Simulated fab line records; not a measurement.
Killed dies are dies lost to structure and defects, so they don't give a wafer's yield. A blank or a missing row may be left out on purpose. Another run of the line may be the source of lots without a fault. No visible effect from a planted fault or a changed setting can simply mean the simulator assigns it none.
Split-lot study | flow gf180mcu | 23 wafers read from 5 lots, route of 602 steps

## ON THE SPLIT
At GF_PASSIVATION_CVD_00 (deposits SiO2 from TEOS, target thk 1000 nm, time 111.95 s), the setting time s was moved away from the recipe's 111.95 s on 9 of the 23 wafers read, by -7.2% to +14.9%. For the rest of the wafers, this setting stayed at what the recipe calls for.

Split to reading: the file shows no intervening step.

## THE READING
PASSIVATION_CVD_00_THK at GF_PASSIVATION_THK_MEAS_01, in nm. Typical for fault-free wafers on this fab line: 991 nm, with standard deviation 12 nm.

wafer  | tool, chamber at the split | time s as run, s | against the recipe | PASSIVATION_CVD_00_THK, nm | against lot-mates on the recipe
L075.1 | pecvd-03, 2                | 111.95           | recipe             | 978                        | -
L075.2 | pecvd-03, 0                | 111.95           | recipe             | 977                        | -
L075.4 | pecvd-03, 1                | 111.95           | recipe             | 994                        | -
L075.5 | pecvd-03, 0                | 111.95           | recipe             | 987                        | -
L075.6 | pecvd-03, 2                | 111.95           | recipe             | 1001                       | -
L078.2 | pecvd-04, 0                | 111.95           | recipe             | 967                        | -
L078.4 | pecvd-04, 2                | 111.95           | recipe             | 1002                       | -
L078.6 | pecvd-04, 0                | 111.95           | recipe             | 978                        | -
L077.1 | pecvd-03, 1                | 105.7            | -5.6%              | 942                        | -50
L077.2 | pecvd-03, 2                | 105.7            | -5.6%              | 935                        | -56
L077.3 | pecvd-03, 0                | 111.95           | recipe             | 975                        | -
L077.4 | pecvd-03, 1                | 111.95           | recipe             | 1008                       | -
L077.6 | pecvd-03, 0                | 105.7            | -5.6%              | 932                        | -60
L081.2 | pecvd-02, 2                | 111.95           | recipe             | 993                        | -
L081.3 | pecvd-02, 1                | 128.6            | +14.9%             | 1134                       | +140
L081.4 | pecvd-02, 1                | 111.95           | recipe             | 995                        | -
L081.5 | pecvd-02, 2                | 128.6            | +14.9%             | 1167                       | +173
L081.6 | pecvd-02, 0                | 128.6            | +14.9%             | 1147                       | +153
L082.1 | pecvd-04, 0                | 103.9            | -7.2%              | 897                        | -94
L082.2 | pecvd-04, 2                | 111.95           | recipe             | 991                        | -
L082.3 | pecvd-04, 1                | 103.9            | -7.2%              | 910                        | -80
L082.5 | pecvd-04, 1                | 103.9            | -7.2%              | 926                        | -64
L082.6 | pecvd-04, 0                | 111.95           | recipe             | 990                        | -

FIT RESULTS
A straight line over all 23 wafers: PASSIVATION_CVD_00_THK changes by +10.7 nm for each +1% of time s; r = +0.99; the points scatter about the line by 12 nm.
The same after taking each lot's own level away (the mean of its wafers on the recipe; 23 wafers): +10.5 nm for each +1%; r = +0.99; scatter 11 nm.
That fit puts the effect of the largest move of time s on the reading at 1.6e+02 nm.
The span of the lots' own levels, 982.3 to 994.0 nm, comes to 1.0 times the standard deviation stated above.
Hence the lot-to-lot level has little effect on the slope; both slopes agree.
Check: with one of the wafers moved furthest among these (+14.9%) left out of the fit, the line predicts +162 nm for it against its lot-mates. Against them it came out at +140 nm.

## THE OTHER SPLITS THESE WAFERS WENT THROUGH
These wafers also went through other splits before the reading. Each is held against what the fit with the lots' levels taken away leaves over:
other split on the same wafers     | wafers away from the commonest value | r with PASSIVATION_CVD_00_THK (lot level and that fit taken away)
GF_MIM_SOFTBAKE_15 time s          | 11                                   | +0.09
GF_M5_METAL_ETCH_10 icp w          | 7                                    | -0.01
GF_V5_CVD_00 sih4 flow sccm        | 11                                   | +0.08
GF_V5_EXPOSE_11 dose mj            | 7                                    | +0.11
GF_V5_CVD_23 pressure torr         | 18                                   | +0.00
GF_TOP_METAL_SPUTTER_04 time s     | 9                                    | -0.13
GF_TOP_METAL_DEVELOP_13 dev temp c | 8                                    | +0.06

## THE WHOLE CHAIN: every reading that the file lists as answering this split, in the file's order
step                       | what it does                                                                   | reading                                                                            | change (the file's fit)              | r (the file's)
GF_PASSIVATION_CVD_00      | deposits SiO2 from TEOS, target thk 1000 nm, time 111.95 s                     | SiO2_of_PASSIVATION_CVD_00.thk nm (the simulator's own value, which no gauge read) | +10.5 nm for each +1% of the setting | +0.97
GF_PASSIVATION_THK_MEAS_01 |                                                                                | PASSIVATION_CVD_00_THK                                                             | +10.5 for each +1% of the setting    | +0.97
GF_PASSIVATION_ETCH_11     | etches the open film in CF4/O2, stops on TiN, target depth 1800 nm, time 400 s | PASSIVATION.feature depth nm (the simulator's own value, which no gauge read)      | +8.19 nm for each +1% of the setting | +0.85

## FILE'S OWN FIT
PASSIVATION_CVD_00_THK changes by +10.5 nm for each +1% of time s, r = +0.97.
